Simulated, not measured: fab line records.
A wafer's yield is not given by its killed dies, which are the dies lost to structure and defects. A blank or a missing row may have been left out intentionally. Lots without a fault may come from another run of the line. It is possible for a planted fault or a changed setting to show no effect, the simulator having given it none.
Problem report, 8D (eight disciplines) form, completed by code    flow sky130    the parts of the form that need people (team, actions taken, sign-off) are left out

## 1. WHAT IS WRONG
Wafers without a fault read 1.006 a.u., standard deviation 0.0076; oes-product-au at SKY_FIELD_ISO_ETCH_17 reads a mean of 1.246 a.u. on 4 wafers belonging to 3 lots. Relative to the usual mean, that is a shift of +32 standard deviations.
The step: etches Si in HBr/Cl2/O2, target depth 342 nm, time 97.7 s.
First seen on wafer L805.4, day 4 06:46, on rie-si-02. At this step, 44 wafers from 15 lots have a number in the record. The rule behind "out" and "out of limits": a value lying over 4 standard deviations away from the usual mean. Any other wafer with a number is counted as sound.

## 2. WHAT IT IS AND WHAT IT IS NOT
question                     is                                  is not
which readings at this step  oes-product-au, throttle-valve-pct  chamber-pressure-mTorr, drypump-motor-current-A
which lots                   L805, L806, L808                    L796, L797, L798, L799, L800, L801, L802, L803, L804, L807, L817, L819
which wafers of those lots   L805.4, L806.2, L806.4, L808.2      L805.5, L805.6, L806.3, L808.1
read on which tools          rie-si-02                           rie-si-01
when                         from day 4 06:46                    up to then (29 sound wafers); but 11 sound wafers of L806, L807, L808, L817, L819 came after

## 3. SUSPECTS, AND WHAT RULES EACH OUT
Counting: a tool at a process step up to the reading stays a suspect if it ran every lot that is out. Sound lots after the first of them don't rule it out here, since some wafers of a struck lot are sound.
- rie-si-02 at SKY_FIELD_ISO_ETCH_17 (etches Si in HBr/Cl2/O2, target depth 342 nm, time 97.7 s): kept. It processed each lot that is out (first: L805, day 4 06:46); up to then, its last sound lot is L804 (day 4 00:54). Out on those wafers are its own readings of oes-product-au, throttle-valve-pct.
After counting, what remains is rie-si-02 at SKY_FIELD_ISO_ETCH_17.

## 4. THE CAUSE (what the simulator had put in)
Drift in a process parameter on rie-si-02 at SKY_FIELD_ISO_ETCH_17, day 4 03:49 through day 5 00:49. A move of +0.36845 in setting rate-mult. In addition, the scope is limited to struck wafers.
The count eliminated every tool but this one.

## 5. THE EFFECT CHAIN, in route order
Rows list readings where the struck wafers' mean (over those with a number) sits beyond 3 standard deviations from the usual. Readings are gone through only where the record gives a usual standard deviation; hours: the median, over the lots, of the time from a lot's start at the first step in this table giving one to that lot's start at this step; sigmas: the change measured in usual standard deviations.
hours  step                   reading             usual       on struck wafers  change  sigmas
0      SKY_FIELD_ISO_ETCH_17  oes-product-au      1.006 a.u.  1.246             +0.240  +32
0      SKY_FIELD_ISO_ETCH_17  throttle-valve-pct  25.652 %    25.487            -0.165  -15
Process steps it contains:
- SKY_FIELD_ISO_ETCH_17: etches Si in HBr/Cl2/O2, target depth 342 nm, time 97.7 s.

## 6. HOW IT WOULD HAVE BEEN CAUGHT EARLIER
3 hours passed between the start of the fault at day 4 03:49 and the first reading out of limits in this record, taken at day 4 06:46.
